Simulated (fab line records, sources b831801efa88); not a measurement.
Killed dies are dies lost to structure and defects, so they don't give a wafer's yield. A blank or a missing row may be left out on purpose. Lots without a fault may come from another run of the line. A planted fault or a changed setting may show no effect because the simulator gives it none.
One fault seen from 2 desks | flow gf180mcu | each desk has only its own numbers; what lay behind them comes last

THE METROLOGY DESK
What the gauges read, lot by lot, whatever tool the lot ran on: means of the sampled wafers that have a number. A lot is out of limits, marked OUT, if its mean lies more than 4 standard deviations from the usual mean; the brackets give that distance.
Columns: A = MVPSD_TW at GF_MVPSD_TW_MEAS_11, usual 556; B = MVPSD_RS at GF_VT_IMPLANT_RS_MEAS_49, usual 1169.1 ohm/sq; C = cd_nm at GF_POLY_GATE_CD_MEAS_10, usual 279.9 nm
lot  | first seen here | A             | B                        | C
L221 | day 5 01:34     | 545           | 1169.1                   | 282.5
L222 | day 5 06:01     | 561           | 1169.9                   | 280.3
L224 | day 5 18:09     | 553           | 1171.0                   | 279.1
L226 | day 6 06:10     | 567           | 1164.0                   | 280.2
L227 | day 6 13:24     | 553           | 1167.7                   | 280.5
L230 | day 7 06:40     | 563           | 1167.8                   | 279.3
L231 | day 7 12:10     | 550           | 1167.6                   | 281.3
L232 | day 7 20:13     | 551           | 1171.9                   | 280.3
L233 | day 8 00:10     | 562           | 1171.1                   | 279.6
L236 | day 8 18:10     | 551           | 1169.5                   | 279.3
L241 | day 10 00:10    | 355 (-31) OUT | 2995.6 (+99 or more) OUT | 278.9
L242 | day 10 06:28    | 360 (-30) OUT | 2942.4 (+99 or more) OUT | 279.8
This desk's finding: out of limits on L241, L242; first on L241, day 10 00:10 (MVPSD_TW at GF_MVPSD_TW_MEAS_11). In limits: L221, L222, L224, L226, L227, L230, L231, L232, L233, L236.

THE TOOL OWNER'S DESK: implanter-01
The tool's own readings at GF_MVPSD_IMPLANT_08: means of the sampled wafers that have a number, for each lot that ran on this tool. A lot is out of limits, marked OUT, if its mean lies more than 4 standard deviations from the usual mean; the brackets give that distance.
Columns: A = dose_ions_cm2 at GF_MVPSD_IMPLANT_08, usual 1.4997e+13; B = faraday_current_uA at GF_MVPSD_IMPLANT_08, usual 84.6
lot  | first seen here | A                            | B
L224 | day 5 17:45     | 1.4987e+13                   | 84.5
L226 | day 6 05:47     | 1.5002e+13                   | 84.1
L227 | day 6 13:00     | 1.4994e+13                   | 86.0
L232 | day 7 19:50     | 1.5004e+13                   | 85.4
L236 | day 8 17:46     | 1.5015e+13                   | 86.2
L241 | day 9 23:46     | 1.4970e+12 (-99 or more) OUT | 8.3 (-45) OUT
L242 | day 10 06:04    | 1.5050e+12 (-99 or more) OUT | 8.4 (-45) OUT
This desk's finding: out of limits on L241, L242; first on L241, day 9 23:46 (dose_ions_cm2 at GF_MVPSD_IMPLANT_08). In limits: L224, L226, L227, L232, L236.

PUT TOGETHER
The tool owner's desk could have raised an alarm at day 9 23:46, on L241, L242.
The metrology desk could have raised an alarm at day 10 00:10, on L241, L242.
Of the lots named, all ran GF_MVPSD_IMPLANT_08 on implanter-01.

WHAT THE SIMULATOR HAD PUT IN
Process parameter drift: implanter-01, from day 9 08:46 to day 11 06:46, at GF_MVPSD_IMPLANT_08. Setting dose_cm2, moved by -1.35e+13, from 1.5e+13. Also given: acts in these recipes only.
Lots struck among those shown: L241, L242.
Hours from the fault's start to each desk's first reading out of limits: the tool owner's desk, 15; the metrology desk, 15.
